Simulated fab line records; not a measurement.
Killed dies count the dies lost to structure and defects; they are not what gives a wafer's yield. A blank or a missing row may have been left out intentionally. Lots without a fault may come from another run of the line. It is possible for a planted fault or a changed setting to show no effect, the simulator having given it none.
The tool behind it: which one? ; flow sky130 ; 24 lots, 72 wafers sampled, at 3 steps of a route of 708

## WHAT THE GAUGES READ, wafer by wafer
SKY_FIELD_ISO_BOW_MEAS_00. Usual: INCOMING_BOW typically reads 0 um, with standard deviation 5.9.
lot;measured;on;INCOMING_BOW (um);flag
L074;day 1 10:00;film-metro-02;6 -5 7;
L075;day 1 15:01;film-metro-04;1 -4 7;
L076;day 1 20:00;film-metro-04;0 -4 1;
L077;day 2 01:00;film-metro-03;0 -1 4;
L078;day 2 06:01;film-metro-02;-2 2 0;
L079;day 2 11:01;film-metro-02;-7 5 0;
L080;day 2 16:02;film-metro-04;-7 -1 -9;
L081;day 2 21:01;film-metro-04;2 -10 -3;
L082;day 3 02:02;film-metro-02;-2 -6 -9;
L083;day 3 07:00;film-metro-02;-2 -10 6;
L084;day 3 12:00;film-metro-04;-1 -10 1;
L085;day 3 17:04;film-metro-02;-2 -3 0;
L086;day 3 22:01;film-metro-03;6 -4 0;
L087;day 4 03:00;film-metro-02;2 -9 -3;
L088;day 4 08:00;film-metro-03;0 10 4;
L089;day 4 13:00;film-metro-04;7 -5 1;
L090;day 4 18:02;film-metro-02;12 -6 6;
L091;day 4 23:04;film-metro-03;4 -4 2;
L092;day 5 04:02;film-metro-04;0 -2 12;
L093;day 5 09:00;film-metro-02;1 -4 19;
L094;day 5 14:02;film-metro-03;-4 1 3;
L095;day 5 19:02;film-metro-03;-3 6 -4;
L096;day 6 00:00;film-metro-02;-4 -7 7;
L097;day 6 05:00;film-metro-03;-2 2 -10;

SKY_CONTACT_THK_MEAS_03. Usual: CONTACT_HDPCVD_THK typically reads 564 nm, with standard deviation 5.1.
lot;measured;on;CONTACT_HDPCVD_THK (nm);flag
L074;day 30 23:20;film-metro-03;568 556 568;
L075;day 30 21:44;film-metro-04;545 558 560;
L076;day 31 14:24;film-metro-03;565 564 562;
L077;day 31 11:37;film-metro-03;566 573 561;
L078;day 31 21:04;film-metro-03;556 553 565;
L079;day 32 13:25;film-metro-02;567 566 563;
L080;day 32 22:26;film-metro-03;562 569 566;
L081;day 32 19:12;film-metro-03;560 564 557;
L082;day 33 05:10;film-metro-02;573 565 557;
L083;day 33 14:20;film-metro-02;559 563 564;
L084;day 33 20:28;film-metro-04;567 564 563;
L085;day 34 00:16;film-metro-04;572 562 560;
L086;day 34 12:26;film-metro-02;566 564 565;
L087;day 34 21:02;film-metro-03;563 570 569;
L088;day 35 09:38;film-metro-04;565 570 564;
L089;day 35 10:28;film-metro-04;566 567 562;
L090;day 35 17:02;film-metro-03;563 573 563;
L091;day 35 21:04;film-metro-03;565 564 555;
L092;day 35 23:14;film-metro-03;564 570 563;
L093;day 36 08:17;film-metro-03;568 573 573;
L094;day 36 14:11;film-metro-04;562 562 559;
L095;day 36 18:05;film-metro-03;570 565 558;
L096;day 37 00:18;film-metro-04;568 564 567;
L097;day 37 11:42;film-metro-02;563 564 560;

## EACH LOT AND THE TOOL THAT RAN IT (in order: tool; ch and the chambers of the sampled wafers; start)
lot;SKY_VT_ADJUST_LVTN_STRIP_20
L074;plasma-asher-03 ch 0,1, day 8 01:46
L075;plasma-asher-03 ch 0,1, day 8 02:40
L076;plasma-asher-03 ch 0,1, day 8 08:21
L077;plasma-asher-03 ch 0,1, day 8 12:22
L078;plasma-asher-04 ch 0,1, day 8 18:42
L079;plasma-asher-04 ch 0,1, day 9 07:24
L080;plasma-asher-04 ch 0,1, day 9 16:22
L081;plasma-asher-04 ch 0,1, day 9 19:25
L082;plasma-asher-03 ch 0,1, day 10 00:11
L083;plasma-asher-04 ch 0,1, day 10 07:37
L084;plasma-asher-02 ch 0,1, day 10 12:13
L085;plasma-asher-02 ch 0,1, day 10 21:31
L086;plasma-asher-03 ch 0,1, day 11 10:25
L087;plasma-asher-02 ch 0,1, day 11 17:16
L088;plasma-asher-02 ch 0,1, day 12 01:28
L089;plasma-asher-02 ch 0,1, day 12 01:57
L090;plasma-asher-02 ch 0,1, day 12 07:44
L091;plasma-asher-04 ch 0,1, day 12 10:58
L092;plasma-asher-04 ch 0,1, day 12 19:26
L093;plasma-asher-02 ch 1, day 13 02:09
L094;plasma-asher-03 ch 0,1, day 13 10:02
L095;plasma-asher-02 ch 0,1, day 13 12:59
L096;plasma-asher-04 ch 0,1, day 13 21:48
L097;plasma-asher-04 ch 0,1, day 14 06:28
- SKY_VT_ADJUST_LVTN_STRIP_20: strips in O2/N2.

## AS READ BY THE TOOLS THEMSELVES (means over the sampled wafers that have a number; for cases with no such wafer, the mark the record gives instead)
SKY_VT_ADJUST_LVTN_STRIP_20. Usual: drypump-motor-current-A 6.01 A, standard deviation 0.25; oes-product-au 0.715 a.u., standard deviation 0.005; strip-time-to-endpoint-s 14.17 s, standard deviation 0.046.
lot;tool;drypump-motor-current-A (A);oes-product-au (a.u.);strip-time-to-endpoint-s (s);flag
L074;plasma-asher-03;6.10;0.710;14.22;
L075;plasma-asher-03;6.04;0.719;14.17;
L076;plasma-asher-03;6.02;0.710;14.25;
L077;plasma-asher-03;6.10;0.714;14.14;
L078;plasma-asher-04;6.04;0.718;14.20;
L079;plasma-asher-04;6.03;0.719;14.22;
L080;plasma-asher-04;5.99;0.715;14.17;
L081;plasma-asher-04;6.03;0.717;14.18;
L082;plasma-asher-03;6.05;0.719;14.20;
L083;plasma-asher-04;6.01;0.711;14.13;
L084;plasma-asher-02;5.81;0.714;14.24;
L085;plasma-asher-02;5.81;0.717;14.14;
L086;plasma-asher-03;6.07;0.720;14.12;
L087;plasma-asher-02;5.80;0.715;14.09;
L088;plasma-asher-02;6.09;0.715;14.20;
L089;plasma-asher-02;6.08;0.715;14.21;
L090;plasma-asher-02;6.09;0.710;14.17;
L091;plasma-asher-04;6.02;0.713;14.16;
L092;plasma-asher-04;6.02;0.713;14.18;
L093;plasma-asher-02;5.54;0.716;14.14;
L094;plasma-asher-03;6.07;0.718;14.18;
L095;plasma-asher-02;6.09;0.720;14.15;
L096;plasma-asher-04;6.03;0.716;14.13;
L097;plasma-asher-04;6.03;0.719;14.12;

## THE ANSWER, worked out from the rows above alone
Rule: a lot is off if the mean of its wafers that have a number lies more than 3 standard deviations from the usual mean. Also off: a lot with no number at a reading for which 4 or more lots have one. Any other lot the step has rows for is counted as sound. First the gauges in route order, then the tools' own readings, where a lot's mean is used as printed above. The first step at which some lot is off is used, and at that step the reading that is off furthest; a lot without a number counts as furthest.
Nothing can be told from this: no lot is off at any reading shown.

## WHAT WAS PUT IN BY THE SIMULATOR
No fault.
